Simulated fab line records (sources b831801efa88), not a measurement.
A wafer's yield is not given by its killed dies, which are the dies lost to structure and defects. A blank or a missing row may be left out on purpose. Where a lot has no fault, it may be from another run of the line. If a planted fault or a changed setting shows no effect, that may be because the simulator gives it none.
A lot that was struck, set against a sound lot | flow gf180mcu | 14 out of 602 route steps
Sound: wafers L169.2, L169.4, L169.6. Wafers L160.1, L160.2, L160.5 were the ones struck. Last of all comes the cause.
Each step with rows lists, per side, the tool, then ch with its chambers, then its first start. Under that, the readings that differ: sound wafers | struck wafers | difference of the means | sigmas: that difference in standard deviations of wafers without a fault.
alike: readings with means less than 2 such deviations apart, plus words and numbers identical on both sides. not compared: withheld readings, readings lacking a value on some wafer, bounds such as >300 that could conceal the same value, and numbers that have no deviation in the record and whose values overlap.
Wherever a step has rows on one side only, a row that says differs or no value, or a row with sigmas, the two part there. Numbers that don't overlap but have no deviation are shown without sigmas and don't part them. Lack of a reading on every wafer of one side parts them only where that side has two or more wafers.

GF_PSD_STRIP_10: strips in O2/N2.
  sound on plasma_asher-03 ch 0,1, day 19 16:02; struck on plasma_asher-02 ch 0,1, day 16 07:56
  alike: drypump_motor_current_A, heater_power_w, oes_product_au, strip_time_to_endpoint_s
  not compared: rf_hours_counter_h
GF_PSD_TW_MEAS_11:
  sound: film_metro-03 at day 19 16:09; struck: film_metro-04 at day 16 08:02
  alike: PSD_TW
then, 1 step without rows for these wafers: GF_PSD_CLEAN_12 (cleans in SC1/SC2, time 150 s).
GF_PSD_RTA_13: time 20 s.
  sound on rtp_anneal-01 ch 0, day 19 16:16; struck on rtp_anneal-01 ch 0, day 16 08:09
  alike: anneal_temp_c_max, lamp_power_pct, wafer_temp_C_max
GF_PSD_RS_MEAS_14: the measuring method here is four-point-probe.
  sound: film_metro-03 at day 19 16:22; struck: film_metro-02 at day 16 08:14
  alike: NSD_RS
GF_PSD_RS_MEAS_15: the measuring method here is four-point-probe.
  sound: film_metro-03 at day 19 16:29; struck: film_metro-02 at day 16 08:21
  alike: PSD_RS
GF_SAB_CVD_00: deposits SiO2 from TEOS, target thk 50 nm, time 4.9302 s.
  sound on pecvd-02 ch 0,2, day 19 16:35; struck on pecvd-04 ch 0,2, day 16 08:28
  alike: heater_power_w
GF_SAB_THK_MEAS_01:
  sound: film_metro-02 at day 19 16:37; struck: film_metro-03 at day 16 08:29
  alike: SAB_CVD_00_THK
then, 4 steps without rows for these wafers: GF_SAB_DEHYDRATE_02 (time 60 s); GF_SAB_HMDS_03 (prime time 60 s); GF_SAB_COAT_04 (resist thk 1000 nm); GF_SAB_SOFTBAKE_05 (time 60 s).
GF_SAB_EXPOSE_06: exposes mask SAB, target cd 420 nm.
  struck on iline_stepper-02, day 16 19:37; sound on iline_stepper-01 ch 0, day 20 03:34
  no value came back on the struck wafers for exposure_dose_mJ_cm2, focus_offset_nm (nm), sigma_outer; on the sound wafers exposure_dose_mJ_cm2 reads 139.78 139.87 140.03
  alike: mask
following that, these wafers have no rows for 1 step: GF_SAB_PEB_07.

== WHERE THEY PART ==
GF_SAB_EXPOSE_06 only, going by this record.

WHY: what had been put in by the simulator
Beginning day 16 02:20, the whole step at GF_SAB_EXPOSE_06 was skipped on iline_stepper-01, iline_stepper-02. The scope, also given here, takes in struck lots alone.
